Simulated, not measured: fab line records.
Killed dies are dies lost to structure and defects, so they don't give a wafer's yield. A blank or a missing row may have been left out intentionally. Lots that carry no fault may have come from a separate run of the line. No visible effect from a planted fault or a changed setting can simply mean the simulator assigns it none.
Chamber matching -- flow gf180mcu -- cmp-02 running GF_V1_CMP_26: 4 sister chambers
The step polishes, stops on SiO2, t overpolish 15 s, target thk 0 nm. 8 wafers are shown with their chamber, then 7 later ones without.

== WAFERS PAIRED WITH THEIR CHAMBERS ==
wafer,chamber,motorCurrentA (A),slurryFlowMlMin
L108.6,3,9.4,150.9
L122.1,1,11.2,150.3
L122.4,2,12.3,149.6
L123.2,0,11.8,149.7
L123.4,3,9.2,151.2
L123.6,2,12.4,150.5
L126.1,0,13.0,149.9
L126.4,1,11.2,149.5

== WAFERS MISSING THEIR CHAMBER ==
wafer,motorCurrentA (A),slurryFlowMlMin
L126.5,9.3,149.7
L127.2,10.6,150.1
L127.3,9.4,150.7
L127.4,12.1,149.9
L128.2,13.0,150.7
L128.4,12.0,150.3
L128.5,12.6,149.9

== CHAMBER TAKEN BY EACH ==
wafer,from the rows above,in truth
L126.5,can't be placed: 3 or 1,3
L127.2,1,1
L127.3,3,3
L127.4,can't be placed: 2 or 0 or 1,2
L128.2,can't be placed: 2 or 0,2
L128.4,can't be placed: 2 or 0 or 1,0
L128.5,can't be placed: 0 or 2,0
Correctly placed: 2 of 7. Can't be placed from these rows: 5 (the true chamber is among the candidates in 5). Wrongly placed: 0.
How it was worked out, from the rows above alone: a wafer's distance from a chamber is the root of the sum, over the readings, of the square of ((its reading less the chamber's mean) divided by the reading's scatter). If the next closest chamber is less than 2 further off than the closest, the wafer can't be placed; otherwise it belongs to the closest. Each chamber's mean is taken over the wafers shown for it. The scatter is the square root of a quotient: the sum, over the shown wafers, of each reading's squared deviation from its chamber's mean, divided by wafers minus chambers.
